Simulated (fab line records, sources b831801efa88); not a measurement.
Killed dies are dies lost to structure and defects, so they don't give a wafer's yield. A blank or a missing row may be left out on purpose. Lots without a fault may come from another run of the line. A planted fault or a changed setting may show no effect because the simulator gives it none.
A struck lot beside a sound one | flow sky130 | 29 steps out of a route of 708
Sound: wafers L624.1, L624.2, L624.3. Struck: wafers L630.2, L630.3, L630.5. The cause comes at the end.
At each step with rows: each side's tool, then ch and its chambers, then its first start. Under that, the readings that differ: sound wafers | struck wafers | difference of the means | sigmas: that difference in standard deviations of wafers without a fault.
alike: readings whose means differ by less than 2 such deviations, and words and numbers that are the same on both sides. not compared: withheld readings, readings that some wafer has no value for, bounds like >300 that may hide the same value, and numbers for which the record gives no deviation and whose values overlap.
The two part at a step that has a row with sigmas, a row that says differs or no value, or rows on one side only. Numbers that don't overlap but have no deviation are shown without sigmas and don't part them. A reading that every wafer of one side lacks parts them only if that side has two wafers or more.

first, 6 steps without rows for these wafers: SKY_SD_N_IMPLANT_09; SKY_SD_N_IMPLANT_10; SKY_SD_N_STRIP_11 (strips in O2/N2); SKY_SD_N_CLEAN_13 (cleans in SC1/SC2, time 150 s); SKY_SD_N_RTA_14 (time 2 s); SKY_SALICIDE_CLEAN_00 (cleans in HF-last, time 30 s).
SKY_LI_CONTACT_HDPCVD_00: deposits PSG, target thk 930 nm, time 155 s.
  sound on hdpcvd-02 ch 0,1,2, day 29 16:40; struck on hdpcvd-01 ch 0,1,2, day 31 18:16
  alike: pressure_mtorr, susceptor_temp_C
then, 21 steps without rows for these wafers: SKY_LI_CONTACT_CMP_02 (polishes PSG); SKY_LI_CONTACT_DEHYDRATE_04 (time 60 s); SKY_LI_CONTACT_HMDS_05 (prime time 60 s); SKY_LI_CONTACT_COAT_06 (resist thk 60 nm); SKY_LI_CONTACT_COAT_07 (resist thk 450 nm); SKY_LI_CONTACT_SOFTBAKE_08 (time 92.71 s); SKY_LI_CONTACT_EXPOSE_09 (exposes mask LICM1, target cd 170 nm); SKY_LI_CONTACT_PEB_10; SKY_LI_CONTACT_DEVELOP_11 (develop time 60 s); SKY_LI_CONTACT_ETCH_14 (etches BARC in N2/H2, stops on SiO2, time 45.9 s, target depth 60 nm); SKY_LI_CONTACT_ETCH_15 (etches PSG in C4F8/O2/Ar, stops on Si, target depth 600 nm); SKY_LI_CONTACT_STRIP_16 (strips in O2/N2); SKY_LI_CONTACT_CLEAN_17 (cleans in NMP, time 600 s); SKY_LI_CONTACT_PRE_CLEAN_18 (time 5.6 s); SKY_LI_CONTACT_SPUTTER_19 (material Ti, target thk 20 nm, time 106.37 s); SKY_LI_CONTACT_SPUTTER_20 (material TiN, target thk 20 nm, time 80 s); SKY_LI_CONTACT_CVD_21 (deposits W, target thk 400 nm, time 120.56 s); SKY_LI_CONTACT_CMP_24 (polishes, stops on PSG, t overpolish 20 s, target thk 0 nm); SKY_LOCAL_INTERCONNECT_SPUTTER_00 (material TiN, target thk 100 nm, time 83.3 s); SKY_LOCAL_INTERCONNECT_DEHYDRATE_03 (time 60 s); SKY_LOCAL_INTERCONNECT_HMDS_04 (prime time 60 s).
-- the record jumps here: 17 days lie between the struck wafers' starts before and after (it left off in module LOCAL_INTERCONNECT and takes up again in module PAD_OPEN, whose first step shown is number 708 of the route) --
SKY_PAD_OPEN_PROBE_99:
  sound on prober-02, day 47 08:09; struck on prober-02, day 48 16:33
  reading            | sound    | struck   | difference | sigmas
  killed_at_contacts | 21 26 22 | 53 33 57 | +25        | +5
  alike: killed_at_M0_to_M3, killed_at_M4_up, killed_at_front_end, killed_at_other, killed_dies, killed_open, killed_short

WHERE THEY PART
Only at SKY_PAD_OPEN_PROBE_99, within this record.

WHY: what the simulator had put in
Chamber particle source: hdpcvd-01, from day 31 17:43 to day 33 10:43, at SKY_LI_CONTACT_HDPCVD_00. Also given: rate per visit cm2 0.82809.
